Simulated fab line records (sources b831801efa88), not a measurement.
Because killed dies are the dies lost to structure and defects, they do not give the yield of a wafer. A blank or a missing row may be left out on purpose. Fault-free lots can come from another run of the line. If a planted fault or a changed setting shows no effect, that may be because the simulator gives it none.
Which tool is to blame? :: flow sky130 :: 42 wafers from 14 lots sampled at 4 of the route's 708 steps

WHAT EACH GAUGE READ, for each wafer
SKY_METAL1_THK_MEAS_06: measures by xrf. Usual: METAL1_ALCU_THK typically reads 261 nm, with standard deviation 3.6.
lot: L413
measured: day 32 05:46
on: film metro-03
METAL1_ALCU_THK (nm): 258 257 257
flag: 

lot: L414
measured: day 32 09:20
on: film metro-04
METAL1_ALCU_THK (nm): 260 258 257
flag: 

lot: L416
measured: day 32 20:31
on: film metro-01
METAL1_ALCU_THK (nm): 264 268 265
flag: 

lot: L417
measured: day 33 16:57
on: film metro-01
METAL1_ALCU_THK (nm): 268 265 266
flag: 

lot: L419
measured: day 33 22:25
on: film metro-03
METAL1_ALCU_THK (nm): 258 258 257
flag: 

lot: L423
measured: day 35 05:56
on: film metro-03
METAL1_ALCU_THK (nm): 255 257 256
flag: 

lot: L428
measured: day 37 03:22
on: film metro-01
METAL1_ALCU_THK (nm): 264 266 263
flag: 

lot: L430
measured: day 38 11:07
on: film metro-04
METAL1_ALCU_THK (nm): 259 256 257
flag: 

lot: L431
measured: day 38 11:41
on: film metro-04
METAL1_ALCU_THK (nm): 261 263 264
flag: 

lot: L433
measured: day 38 12:37
on: film metro-01
METAL1_ALCU_THK (nm): 261 264 265
flag: 

lot: L432
measured: day 38 14:53
on: film metro-03
METAL1_ALCU_THK (nm): 262 260 258
flag: 

SKY_VIA1_RS_MEAS_22: measures by four-point-probe. Usual: VIA1_W_RS typically reads 0.431 ohm/sq, with standard deviation 0.0044.
lot: L413
measured: day 34 14:37
on: film metro-01
VIA1_W_RS (ohm/sq): 0.424 0.425 0.427
flag: 

lot: L414
measured: day 34 17:27
on: film metro-02
VIA1_W_RS (ohm/sq): 0.429 0.430 0.437
flag: 

lot: L416
measured: day 35 04:10
on: film metro-02
VIA1_W_RS (ohm/sq): 0.434 0.431 0.425
flag: 

lot: L417
measured: day 36 01:10
on: film metro-03
VIA1_W_RS (ohm/sq): 0.428 0.431 0.433
flag: 

lot: L419
measured: day 36 05:52
on: film metro-03
VIA1_W_RS (ohm/sq): 0.427 0.426 0.430
flag: 

lot: L423
measured: day 37 11:52
on: film metro-01
VIA1_W_RS (ohm/sq): 0.437 0.429 0.435
flag: 

lot: L428
measured: day 39 07:44
on: film metro-01
VIA1_W_RS (ohm/sq): 0.435 0.436 0.437
flag: 

lot: L430
measured: day 40 15:19
on: film metro-03
VIA1_W_RS (ohm/sq): 0.427 0.430 0.431
flag: 

lot: L431
measured: day 40 16:11
on: film metro-02
VIA1_W_RS (ohm/sq): 0.426 0.435 0.423
flag: 

lot: L433
measured: day 40 16:43
on: film metro-02
VIA1_W_RS (ohm/sq): 0.434 0.440 0.435
flag: 

lot: L432
measured: day 40 19:00
on: film metro-03
VIA1_W_RS (ohm/sq): 0.427 0.434 0.433
flag: 

WHAT TOOL EACH LOT RAN ON (gives the tool, then ch and the chambers of the sampled wafers, and finally the start)
lot: L413
SKY_FIELD_ISO_CVD_24: hdpcvd-02 ch 1,2, day 2 14:15
SKY_CONTACT_STRIP_19: plasma asher-01 ch 0,1, day 32 04:13

lot: L414
SKY_FIELD_ISO_CVD_24: hdpcvd-02 ch 0,1,2, day 2 19:25
SKY_CONTACT_STRIP_19: plasma asher-01 ch 0,1, day 32 07:47

lot: L416
SKY_FIELD_ISO_CVD_24: hdpcvd-02 ch 1,2, day 3 06:07
SKY_CONTACT_STRIP_19: plasma asher-04 ch 0,1, day 32 19:01

lot: L417
SKY_FIELD_ISO_CVD_24: hdpcvd-02 ch 0,1,2, day 3 11:32
SKY_CONTACT_STRIP_19: plasma asher-01 ch 0,1, day 33 15:28

lot: L419
SKY_FIELD_ISO_CVD_24: hdpcvd-01 ch 0,2, day 3 21:16
SKY_CONTACT_STRIP_19: plasma asher-04 ch 0,1, day 33 20:54

lot: L420
SKY_FIELD_ISO_CVD_24: hdpcvd-01 ch 0,1,2, day 4 01:10
SKY_CONTACT_STRIP_19: -

lot: L421
SKY_FIELD_ISO_CVD_24: hdpcvd-01 ch 0,1, day 4 07:16
SKY_CONTACT_STRIP_19: -

lot: L422
SKY_FIELD_ISO_CVD_24: hdpcvd-02 ch 0,1, day 4 11:32
SKY_CONTACT_STRIP_19: -

lot: L423
SKY_FIELD_ISO_CVD_24: hdpcvd-01 ch 0,2, day 4 15:52
SKY_CONTACT_STRIP_19: plasma asher-04 ch 0,1, day 35 04:26

lot: L428
SKY_FIELD_ISO_CVD_24: hdpcvd-02 ch 0,1,2, day 5 18:46
SKY_CONTACT_STRIP_19: plasma asher-02 ch 0,1, day 37 01:52

lot: L430
SKY_FIELD_ISO_CVD_24: hdpcvd-01 ch 0,1, day 6 15:14
SKY_CONTACT_STRIP_19: plasma asher-01 ch 0,1, day 38 09:33

lot: L431
SKY_FIELD_ISO_CVD_24: hdpcvd-02 ch 0,1, day 6 15:14
SKY_CONTACT_STRIP_19: plasma asher-02 ch 0,1, day 38 09:46

lot: L433
SKY_FIELD_ISO_CVD_24: hdpcvd-02 ch 0,1, day 6 22:02
SKY_CONTACT_STRIP_19: plasma asher-01 ch 0,1, day 38 10:58

lot: L432
SKY_FIELD_ISO_CVD_24: hdpcvd-01 ch 0,1, day 6 22:03
SKY_CONTACT_STRIP_19: plasma asher-01 ch 0,1, day 38 13:19
- SKY_FIELD_ISO_CVD_24: deposits SiO2, target thk 595 nm, time 99.2 s.
- SKY_CONTACT_STRIP_19: strips in O2/N2.

AS READ BY THE TOOLS THEMSELVES (means over the sampled wafers that have a number; for cases with no such wafer, the mark the record gives instead)
SKY_FIELD_ISO_CVD_24. Usual: pressure mtorr 6.000 mTorr, standard deviation 0.012; run length s 127.4 s, standard deviation 0.36.
lot: L413
tool: hdpcvd-02
pressure mtorr (mTorr): 5.998
run length s (s): 127.3
flag: 

lot: L414
tool: hdpcvd-02
pressure mtorr (mTorr): 5.998
run length s (s): 127.6
flag: 

lot: L416
tool: hdpcvd-02
pressure mtorr (mTorr): 6.010
run length s (s): 127.6
flag: 

lot: L417
tool: hdpcvd-02
pressure mtorr (mTorr): 6.007
run length s (s): 127.8
flag: 

lot: L419
tool: hdpcvd-01
pressure mtorr (mTorr): 5.992
run length s (s): 127.1
flag: 

lot: L420
tool: hdpcvd-01
pressure mtorr (mTorr): -
run length s (s): -
flag: OFF

lot: L421
tool: hdpcvd-01
pressure mtorr (mTorr): -
run length s (s): -
flag: OFF

lot: L422
tool: hdpcvd-02
pressure mtorr (mTorr): -
run length s (s): -
flag: OFF

lot: L423
tool: hdpcvd-01
pressure mtorr (mTorr): 5.993
run length s (s): 127.1
flag: 

lot: L428
tool: hdpcvd-02
pressure mtorr (mTorr): 6.007
run length s (s): 127.5
flag: 

lot: L430
tool: hdpcvd-01
pressure mtorr (mTorr): 6.011
run length s (s): 127.0
flag: 

lot: L431
tool: hdpcvd-02
pressure mtorr (mTorr): 6.018
run length s (s): 127.4
flag: 

lot: L433
tool: hdpcvd-02
pressure mtorr (mTorr): 5.998
run length s (s): 127.5
flag: 

lot: L432
tool: hdpcvd-01
pressure mtorr (mTorr): 5.978
run length s (s): 127.3
flag: 

SKY_CONTACT_STRIP_19. Usual: chamber pressure mTorr 1500.2 mTorr, standard deviation 1.4; drypump motor current A 5.9 A, standard deviation 0.43; oes product au 0.381 a.u., standard deviation 0.0046; strip time to endpoint s 3.629 s, standard deviation 0.024.
lot: L413
tool: plasma asher-01
chamber pressure mTorr (mTorr): 1500.9
drypump motor current A (A): 6.0
oes product au (a.u.): 0.385
strip time to endpoint s (s): 3.624
flag: 

lot: L414
tool: plasma asher-01
chamber pressure mTorr (mTorr): 1500.2
drypump motor current A (A): 6.3
oes product au (a.u.): 0.383
strip time to endpoint s (s): 3.638
flag: 

lot: L416
tool: plasma asher-04
chamber pressure mTorr (mTorr): 1499.2
drypump motor current A (A): 5.9
oes product au (a.u.): 0.382
strip time to endpoint s (s): 3.612
flag: 

lot: L417
tool: plasma asher-01
chamber pressure mTorr (mTorr): 1500.1
drypump motor current A (A): 6.0
oes product au (a.u.): 0.377
strip time to endpoint s (s): 3.608
flag: 

lot: L419
tool: plasma asher-04
chamber pressure mTorr (mTorr): 1499.5
drypump motor current A (A): 5.8
oes product au (a.u.): 0.377
strip time to endpoint s (s): 3.629
flag: 

lot: L423
tool: plasma asher-04
chamber pressure mTorr (mTorr): 1500.8
drypump motor current A (A): 5.8
oes product au (a.u.): 0.380
strip time to endpoint s (s): 3.640
flag: 

lot: L428
tool: plasma asher-02
chamber pressure mTorr (mTorr): 1499.4
drypump motor current A (A): 5.5
oes product au (a.u.): 0.384
strip time to endpoint s (s): 3.634
flag: 

lot: L430
tool: plasma asher-01
chamber pressure mTorr (mTorr): 1498.1
drypump motor current A (A): 6.3
oes product au (a.u.): 0.381
strip time to endpoint s (s): 3.634
flag: 

lot: L431
tool: plasma asher-02
chamber pressure mTorr (mTorr): 1499.9
drypump motor current A (A): 5.5
oes product au (a.u.): 0.384
strip time to endpoint s (s): 3.674
flag: 

lot: L433
tool: plasma asher-01
chamber pressure mTorr (mTorr): 1499.6
drypump motor current A (A): 6.3
oes product au (a.u.): 0.377
strip time to endpoint s (s): 3.624
flag: 

lot: L432
tool: plasma asher-01
chamber pressure mTorr (mTorr): 1500.1
drypump motor current A (A): 6.3
oes product au (a.u.): 0.387
strip time to endpoint s (s): 3.634
flag: 

THE ANSWER, worked out from the rows above alone
Rule: lot off if the mean of its wafers having a number is beyond 3 standard deviations from the usual mean. A lot without any number at a reading at which 4 lots or more have one is off too. Any other lot the step has rows for is counted as sound. After the gauges, taken in route order, come the tools' own readings; for these a lot's mean is taken, as printed above. At the first step where some lot is off, the reading lying furthest off is the one used; lots without a number count as furthest.
Off: L420, L421, L422, at SKY_FIELD_ISO_CVD_24 (pressure mtorr). Without a number there: L420, L421, L422.
A tool fits if, at that step or a process step before it, it ran every lot that is off, and no sound lot after the first of them. None of those tried fits.

WHAT WAS PUT IN BY THE SIMULATOR
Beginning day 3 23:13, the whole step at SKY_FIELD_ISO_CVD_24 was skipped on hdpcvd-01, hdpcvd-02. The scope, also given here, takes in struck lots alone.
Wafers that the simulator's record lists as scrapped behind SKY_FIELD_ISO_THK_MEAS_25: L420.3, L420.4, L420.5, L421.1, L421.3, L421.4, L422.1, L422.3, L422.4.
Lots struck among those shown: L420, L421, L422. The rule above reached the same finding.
